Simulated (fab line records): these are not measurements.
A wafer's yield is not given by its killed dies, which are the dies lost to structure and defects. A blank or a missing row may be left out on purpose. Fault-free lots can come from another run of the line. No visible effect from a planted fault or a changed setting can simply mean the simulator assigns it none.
Which tool was responsible? ; flow gf180mcu ; Sampling: 12 lots, 36 wafers, 4 of 602 route steps

WHAT THE GAUGES SHOWED, per wafer
GF_STI_THK_MEAS_04.
lot;measured;on;STI_CVD_03_THK (nm)
L931;day 1 14:34;filmMetro-02;204.4 206.0 204.5
L933;day 2 00:06;filmMetro-01;206.5 207.3 205.9
L934;day 2 04:34;filmMetro-04;208.9 210.2 211.4
L935;day 2 09:34;filmMetro-04;209.9 209.1 211.5
L938;day 3 00:34;filmMetro-02;208.6 208.4 209.3
L946;day 4 16:34;filmMetro-01;205.7 205.9 204.3
L947;day 4 22:25;filmMetro-04;363.1 362.5 362.5 363.1 362.4 362.5
L948;day 5 02:35;filmMetro-01;205.2 206.4 204.6
L950;day 5 12:34;filmMetro-02;362.2 362.8 363.8 361.9 363.0 363.5
L952;day 5 23:25;filmMetro-04;206.2 205.1 207.9
L953;day 6 03:34;filmMetro-04;203.2 205.0 206.0
L954;day 6 10:09;filmMetro-04;203.6 203.3 204.1

GF_STI_CD_MEAS_12: the cd target is 220 nm.
lot;measured;on;cdNm (nm)
L931;day 2 01:17;cdSem-02;221.2 221.5 220.5
L933;day 2 12:12;cdSem-02;218.3 218.0 220.0
L934;day 2 16:05;cdSem-02;223.5 221.5 220.9
L935;day 2 21:23;cdSem-01;221.0 221.0 220.3
L938;day 3 13:47;cdSem-02;220.8 220.8 221.6
L946;day 5 06:51;cdSem-02;221.0 219.8 219.1
L948;day 5 17:41;cdSem-01;220.8 220.4 219.6
L952;day 6 14:35;cdSem-01;219.7 218.3 219.0
L953;day 6 19:07;cdSem-01;218.2 218.6 219.0
L954;day 7 01:09;cdSem-01;218.0 219.3 219.9

GF_POLY_GATE_THK_MEAS_01.
lot;measured;on;POLY_GATE_CVD_00_THK (nm)
L931;day 8 14:51;filmMetro-02;197.5 198.4 197.8
L933;day 9 05:37;filmMetro-04;196.5 195.6 196.2
L934;day 9 13:46;filmMetro-02;200.1 202.5 200.4
L935;day 9 18:19;filmMetro-04;199.8 196.8 198.5
L938;day 10 11:36;filmMetro-02;196.3 195.1 195.3
L946;day 13 01:28;filmMetro-02;196.6 197.2 197.3
L948;day 13 13:15;filmMetro-02;200.9 201.5 203.1
L952;day 14 09:17;filmMetro-03;199.4 201.1 199.1
L953;day 14 17:24;filmMetro-03;195.4 194.4 196.4
L954;day 15 04:06;filmMetro-03;199.0 198.3 200.9

WHICH TOOL RAN EACH LOT (tool, then ch and the chambers of the sampled wafers, then the start)
lot;GF_STI_CVD_03
L931;lpcvd-02 ch 1, day 1 11:34
L933;lpcvd-01 ch 1, day 1 22:06
L934;lpcvd-01 ch 1, day 2 02:34
L935;lpcvd-02 ch 0, day 2 07:34
L938;lpcvd-01 ch 1, day 2 22:34
L946;lpcvd-02 ch 1, day 4 14:34
L947;lpcvd-01 ch 0, day 4 20:26
L948;lpcvd-02 ch 0, day 5 00:34
L950;lpcvd-01 ch 0, day 5 10:34
L952;lpcvd-01 ch 1, day 5 21:24
L953;lpcvd-01 ch 1, day 6 01:34
L954;lpcvd-02 ch 0, day 6 08:10
- GF_STI_CVD_03: deposits Si3N4 from DCS/NH3, target thk 207.16 nm, time 3551 s.

AS READ BY THE TOOLS THEMSELVES (means over the sampled wafers that have a number; for cases with no such wafer, the mark the record gives instead)
GF_STI_CVD_03.
lot;tool;pressureMtorr (mTorr);spikeTcBottomC (C);spikeTcCentreC (C);spikeTcLowerC (C);spikeTcTopC (C);spikeTcUpperC (C);susceptorTempC (C);zonePowerBottomPct (%);zonePowerCentrePct (%);zonePowerLowerPct (%);zonePowerTopPct (%)
L931;lpcvd-02;250.3;787.2;770.5;770.2;790;768.7;769.91;18.8;13.0;12.7;28.7
L933;lpcvd-01;249.9;789.5;771.8;770.4;787;769.1;769.99;22.1;13.2;12.4;29.4
L934;lpcvd-01;249.2;789.1;770.4;769.4;786;768.3;769.96;22.2;13.3;12.4;29.6
L935;lpcvd-02;248.7;791.8;770.4;769.0;780;768.2;769.84;18.4;14.2;13.3;23.3
L938;lpcvd-01;250.3;791.2;771.3;769.2;786;768.7;770.34;22.1;13.3;12.5;29.7
L946;lpcvd-02;250.1;787.5;771.0;769.8;790;768.7;770.05;18.7;13.0;12.8;28.8
L947;lpcvd-01;249.5;883.8;862.0;860.7;873;860.8;861.27;28.3;15.4;16.1;34.7
L948;lpcvd-02;249.9;792.3;769.9;768.5;780;768.2;769.83;18.5;14.3;13.3;23.4
L950;lpcvd-01;250.4;884.0;863.1;861.1;873;860.9;861.65;28.0;15.4;15.9;34.5
L952;lpcvd-01;249.8;789.1;771.9;769.4;787;770.2;769.92;22.0;13.3;12.4;29.3
L953;lpcvd-01;250.1;790.3;770.7;769.8;785;768.3;770.00;22.3;13.2;12.5;29.2
L954;lpcvd-02;249.8;792.8;769.0;769.3;779;769.5;769.65;18.5;14.2;13.4;23.5

THE ANSWER, worked out from the rows above alone
Rule: the usual values come from the lots themselves. The widest of any qualifying gaps counts: lots, ordered by their means at a reading, are off when they make up no more than a third of the lots, leave a main group of 4 or more, and stand apart from it by 3 or more times the standard deviation of that group's means. A main group is skipped when, at the precision printed for the reading in the tables above, its means are all equal. Also off: a lot with no number at a reading for which 4 or more lots have one. The other lots that the step has rows for count as sound. Order of review: gauges by route order, followed by the tools' own readings, for which a lot's mean as printed above is used. The first step at which some lot is off is used, and at that step the reading that is off furthest; a lot without a number counts as furthest.
Off: L947, L950, at GF_STI_THK_MEAS_04 (STI_CVD_03_THK). The main group has a mean of 206.6 nm with a standard deviation of 2.2.
A tool fits if, at a process step before that reading, it ran every lot that is off, and no sound lot after the first of them. Not tried: the gauges at GF_STI_THK_MEAS_04; whatever is off there is also off at GF_STI_CVD_03, on other tools, and gauge error can't account for it. Not one of the candidates tried fits.

WHAT THE SIMULATOR HAD INSERTED
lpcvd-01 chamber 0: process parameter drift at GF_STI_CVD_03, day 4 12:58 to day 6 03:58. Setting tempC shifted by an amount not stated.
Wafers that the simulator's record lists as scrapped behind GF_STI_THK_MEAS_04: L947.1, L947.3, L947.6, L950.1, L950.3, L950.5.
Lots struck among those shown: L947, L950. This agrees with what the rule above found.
